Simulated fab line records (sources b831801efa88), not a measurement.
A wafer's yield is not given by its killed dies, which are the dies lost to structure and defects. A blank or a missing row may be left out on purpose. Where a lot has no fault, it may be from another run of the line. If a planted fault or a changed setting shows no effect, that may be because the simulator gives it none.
Commonality check across tools    flow sky130    12 lots, 39 wafers sampled

== WHAT PROMPTED THE OPENING ==
1 of 12 lots carry a flag on the reading NWELL_TW at SKY_NWELL_TW_MEAS_15. Wafers without a fault read 1844, standard deviation 19.
Rule: flag the lot when none of its wafers has a number, or when each of its wafers that has one lies beyond 4 standard deviations from that mean. All remaining lots are regarded as sound.

lot   measured      on             NWELL_TW, wafer by wafer  flag
L904  day 5 05:44   film-metro-04  1870 1866 1867            
L905  day 5 11:40   film-metro-04  1865 1869 1857            
L906  day 5 20:23   film-metro-04  1869 1866 1871            
L907  day 6 00:10   film-metro-04  31 31 31 31 31 31         FLAGGED
L908  day 6 10:02   film-metro-02  1828 1827 1833            
L909  day 6 12:53   film-metro-04  1878 1873 1876            
L916  day 8 04:55   film-metro-01  1837 1847 1831            
L918  day 8 16:34   film-metro-01  1837 1827 1834            
L921  day 9 11:35   film-metro-02  1826 1823 1820            
L922  day 9 17:13   film-metro-01  1840 1836 1840            
L924  day 10 05:34  film-metro-01  1810 1835 1825            
L923  day 10 06:00  film-metro-02  1823 1812 1822            
Average over the flagged lots: 31; offset from the usual -1813, equal to -95 standard deviations.

== WHICH TOOL RAN EACH LOT ==
Before the reading, the record contains 2 process steps out of a 708-step route. Read each cell as the tool, then ch plus the chambers that the sampled wafers visited, then the start.
lot   flag     SKY_FIELD_ISO_STRIP_16               SKY_NWELL_EXPOSE_07
L904           plasma-asher-02 ch 0,1, day 2 20:07  iline-stepper-02 ch 0, day 4 20:52
L905           plasma-asher-02 ch 0,1, day 3 03:19  iline-stepper-02 ch 0, day 5 02:25
L906           plasma-asher-03 ch 0,1, day 3 08:22  iline-stepper-02 ch 0, day 5 08:23
L907  FLAGGED  plasma-asher-02 ch 0,1, day 3 12:50  iline-stepper-02 ch 0, day 5 14:55
L908           plasma-asher-03 ch 0,1, day 3 18:58  iline-stepper-02 ch 0, day 6 00:25
L909           plasma-asher-03 ch 0,1, day 3 22:53  iline-stepper-02 ch 0, day 6 02:50
L916           plasma-asher-03 ch 0,1, day 5 11:40  iline-stepper-02 ch 0, day 7 18:22
L918           plasma-asher-01 ch 0,1, day 5 20:56  iline-stepper-01 ch 0, day 8 05:42
L921           plasma-asher-02 ch 0,1, day 6 15:05  iline-stepper-02 ch 0, day 9 00:24
L922           plasma-asher-02 ch 0,1, day 6 20:10  iline-stepper-02 ch 0, day 9 06:04
L924           plasma-asher-01 ch 0,1, day 7 03:55  iline-stepper-01 ch 0, day 9 17:25
L923           plasma-asher-01 ch 0,1, day 7 01:16  iline-stepper-02 ch 0, day 9 18:03
These steps, and what they do:
- SKY_FIELD_ISO_STRIP_16: strips in O2/N2.
- SKY_NWELL_EXPOSE_07: exposes mask NWM, target cd 840 nm.
- SKY_NWELL_TW_MEAS_15

== FLAGGED AGAINST TOTAL, ONE TOOL AT A TIME (gauges that did the reading follow at the end) ==
step                    tool              lots run  flagged  share of the flagged lots  sound lots run after its first flagged lot
SKY_FIELD_ISO_STRIP_16  plasma-asher-01   3         0        none                       -
SKY_FIELD_ISO_STRIP_16  plasma-asher-02   5         1        all                        2 (L921,L922)
SKY_FIELD_ISO_STRIP_16  plasma-asher-03   4         0        none                       -
SKY_NWELL_EXPOSE_07     iline-stepper-01  2         0        none                       -
SKY_NWELL_EXPOSE_07     iline-stepper-02  10        1        all                        6 (L908,L909,L916,L921,L922,L923)
SKY_NWELL_TW_MEAS_15    film-metro-01     4         0        none                       -
SKY_NWELL_TW_MEAS_15    film-metro-02     3         0        none                       -
SKY_NWELL_TW_MEAS_15    film-metro-04     5         1        all                        1 (L909)

== THE TABLE: WHAT IT ALLOWS ==
In the table, 3 rows ran each flagged lot (plasma-asher-02 at SKY_FIELD_ISO_STRIP_16; iline-stepper-02 at SKY_NWELL_EXPOSE_07; film-metro-04 at SKY_NWELL_TW_MEAS_15).
- plasma-asher-02 at SKY_FIELD_ISO_STRIP_16: 1 of its 5 lots flagged. Sound lots followed the first flagged one (L921, L922) on it, something a lasting fault affecting the whole tool could not allow.
- iline-stepper-02 at SKY_NWELL_EXPOSE_07: 1 of its 10 lots flagged. Sound lots followed the first flagged one (L908, L909, L916, L921, L922, L923) on it, something a lasting fault affecting the whole tool could not allow.
- film-metro-04 at SKY_NWELL_TW_MEAS_15: 1 of its 5 lots flagged. Sound lots followed the first flagged one (L909) on it, something a lasting fault affecting the whole tool could not allow.
No row of the table ran every flagged lot and no sound lot after the first.

== WHAT THE SIMULATOR HAD PUT IN ==
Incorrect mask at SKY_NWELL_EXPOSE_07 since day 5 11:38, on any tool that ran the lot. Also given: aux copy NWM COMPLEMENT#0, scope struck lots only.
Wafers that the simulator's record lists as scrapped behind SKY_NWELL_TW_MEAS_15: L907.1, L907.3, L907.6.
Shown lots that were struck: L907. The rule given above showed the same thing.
